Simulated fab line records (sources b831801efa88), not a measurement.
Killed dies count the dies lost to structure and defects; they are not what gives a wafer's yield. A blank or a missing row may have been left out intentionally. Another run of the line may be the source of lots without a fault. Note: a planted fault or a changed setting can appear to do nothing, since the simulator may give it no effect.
What tool caused it? ; flow gf180mcu ; 7 lots, 21 wafers sampled, at 6 steps of a route of 602

WHAT EACH GAUGE READ, for each wafer
GF_HV_LDD_TW_MEAS_38. Usual: for HV_LDD_3_TW the level is 1445 and the standard deviation is 8.3.
lot;measured;on;HV_LDD_3_TW;flag
L421;day 11 16:37;filmMetro-04;1451 1455 1444;
L422;day 12 03:26;filmMetro-02;1450 1444 1444;
L423;day 12 07:58;filmMetro-01;1440 1441 1441;
L424;day 12 16:55;filmMetro-04;1452 1445 1446;
L425;day 13 01:13;filmMetro-01;1437 1436 1437;
L433;day 15 11:49;filmMetro-04;1608 1613 1623;OFF
L434;day 15 23:05;filmMetro-01;1595 1595 1607;OFF

GF_HV_LDD_TW_MEAS_50. Usual: for HV_LDD_4_TW the level is 571.6 and the standard deviation is 2.5.
lot;measured;on;HV_LDD_4_TW;flag
L421;day 12 11:58;filmMetro-02;571.3 572.0 571.0;
L422;day 12 22:44;filmMetro-04;577.1 576.2 573.9;
L423;day 13 04:23;filmMetro-04;574.7 572.3 574.2;
L424;day 13 13:46;filmMetro-01;569.5 568.2 569.1;
L425;day 13 21:55;filmMetro-02;567.6 568.1 572.9;
L433;day 16 09:55;filmMetro-04;574.1 575.2 572.5;
L434;day 16 21:35;filmMetro-04;578.3 575.0 573.9;

GF_HV_LDD_RS_MEAS_53: uses a four-point probe to measure. Usual: for HV_LDD_RS the level is 418.8 ohm/sq and the standard deviation is 0.99.
lot;measured;on;HV_LDD_RS (ohm/sq);flag
L421;day 12 12:08;filmMetro-01;418.5 418.6 417.9;
L422;day 12 22:56;filmMetro-02;420.0 419.4 418.9;
L423;day 13 04:34;filmMetro-02;417.9 418.0 418.9;
L424;day 13 13:56;filmMetro-01;419.3 418.3 419.1;
L425;day 13 22:05;filmMetro-01;419.5 418.5 418.5;
L433;day 16 10:06;filmMetro-02;439.3 437.5 438.8;OFF
L434;day 16 21:46;filmMetro-01;438.8 438.4 438.8;OFF

WHAT TOOL EACH LOT RAN ON (gives the tool, then ch and the chambers of the sampled wafers, and finally the start)
lot;GF_VT_IMPLANT_STRIP_42;GF_HV_LDD_IMPLANT_34;GF_HV_LDD_RTA_52
L421;plasmaAsher-02 ch 0,1, day 7 12:45;implanter-02 ch 0, day 11 16:04;rtpAnneal-01 ch 0, day 12 12:04
L422;plasmaAsher-02 ch 0,1, day 7 19:17;implanter-01 ch 0, day 12 02:55;rtpAnneal-01 ch 0, day 12 22:50
L423;plasmaAsher-04 ch 0,1, day 8 01:57;implanter-01 ch 0, day 12 07:26;rtpAnneal-01 ch 0, day 13 04:29
L424;plasmaAsher-02 ch 0, day 8 10:56;implanter-01 ch 0, day 12 16:22;rtpAnneal-01 ch 0, day 13 13:52
L425;plasmaAsher-03 ch 0,1, day 8 17:48;implanter-02 ch 0, day 13 00:40;rtpAnneal-02 ch 0, day 13 22:01
L433;plasmaAsher-02 ch 0,1, day 10 22:45;implanter-03 ch 0, day 15 11:16;rtpAnneal-02 ch 0, day 16 10:02
L434;plasmaAsher-04 ch 0,1, day 11 07:05;implanter-03 ch 0, day 15 22:34;rtpAnneal-01 ch 0, day 16 21:41
- GF_VT_IMPLANT_STRIP_42: strips in O2/N2.
- GF_HV_LDD_IMPLANT_34
- GF_HV_LDD_RTA_52: time 10 s.

WHAT THE TOOLS THEMSELVES READ (means of the sampled wafers that have a number; where no wafer has one, the mark that the record gives instead)
GF_VT_IMPLANT_STRIP_42. Usual: drypumpMotorCurrentA 5.9 A, standard deviation 0.32; heaterPowerW 309 W, standard deviation 22; oesProductAu 0.715 a.u., standard deviation 0.0046; stripTimeToEndpointS 12.65 s, standard deviation 0.035.
lot;tool;drypumpMotorCurrentA (A);heaterPowerW (W);oesProductAu (a.u.);stripTimeToEndpointS (s);flag
L421;plasmaAsher-02;6.2;326;0.718;12.60;
L422;plasmaAsher-02;6.0;323;0.714;12.66;
L423;plasmaAsher-04;5.7;309;0.721;12.65;
L424;plasmaAsher-02;6.5;331;0.712;12.64;
L425;plasmaAsher-03;5.8;283;0.716;12.63;
L433;plasmaAsher-02;6.2;324;0.712;12.63;
L434;plasmaAsher-04;5.7;309;0.714;12.68;

GF_HV_LDD_RTA_52. Usual: chamberO2Ppm 1.999, standard deviation 0.024; lampPowerPct 32.5 %, standard deviation 0.61; wafer_temp_C_max 1003.6, standard deviation 1.1.
lot;tool;chamberO2Ppm;lampPowerPct (%);wafer_temp_C_max;flag
L421;rtpAnneal-01;1.995;33.0;1002.6;
L422;rtpAnneal-01;2.020;33.0;1003.0;
L423;rtpAnneal-01;2.026;33.0;1003.5;
L424;rtpAnneal-01;1.977;33.0;1003.3;
L425;rtpAnneal-02;2.011;31.7;1004.6;
L433;rtpAnneal-02;1.965;31.7;1003.8;
L434;rtpAnneal-01;1.992;33.0;1003.0;

THE ANSWER, worked out from the rows above alone
Rule: a lot counts as off when the mean over its wafers that have a number is more than 3 standard deviations away from the usual mean. Also off: a lot with no number at a reading for which 4 or more lots have one. All remaining lots with rows at the step are treated as sound. After the gauges, taken in route order, come the tools' own readings; for these a lot's mean is taken, as printed above. The first step at which some lot is off is used, and at that step the reading that is off furthest; a lot without a number counts as furthest.
Off: at GF_HV_LDD_TW_MEAS_38 (HV_LDD_3_TW), L433, L434.
If a tool, at a process step before that reading, ran all the lots that are off and no sound lot after the first of them, it fits. The gauges at GF_HV_LDD_TW_MEAS_38 are tried like those tools. One candidate fits, namely implanter-03 at GF_HV_LDD_IMPLANT_34. It ran no sound lot before its first lot that is off in this sample, so the start can't be narrowed down.

WHAT HAD BEEN PUT IN BY THE SIMULATOR
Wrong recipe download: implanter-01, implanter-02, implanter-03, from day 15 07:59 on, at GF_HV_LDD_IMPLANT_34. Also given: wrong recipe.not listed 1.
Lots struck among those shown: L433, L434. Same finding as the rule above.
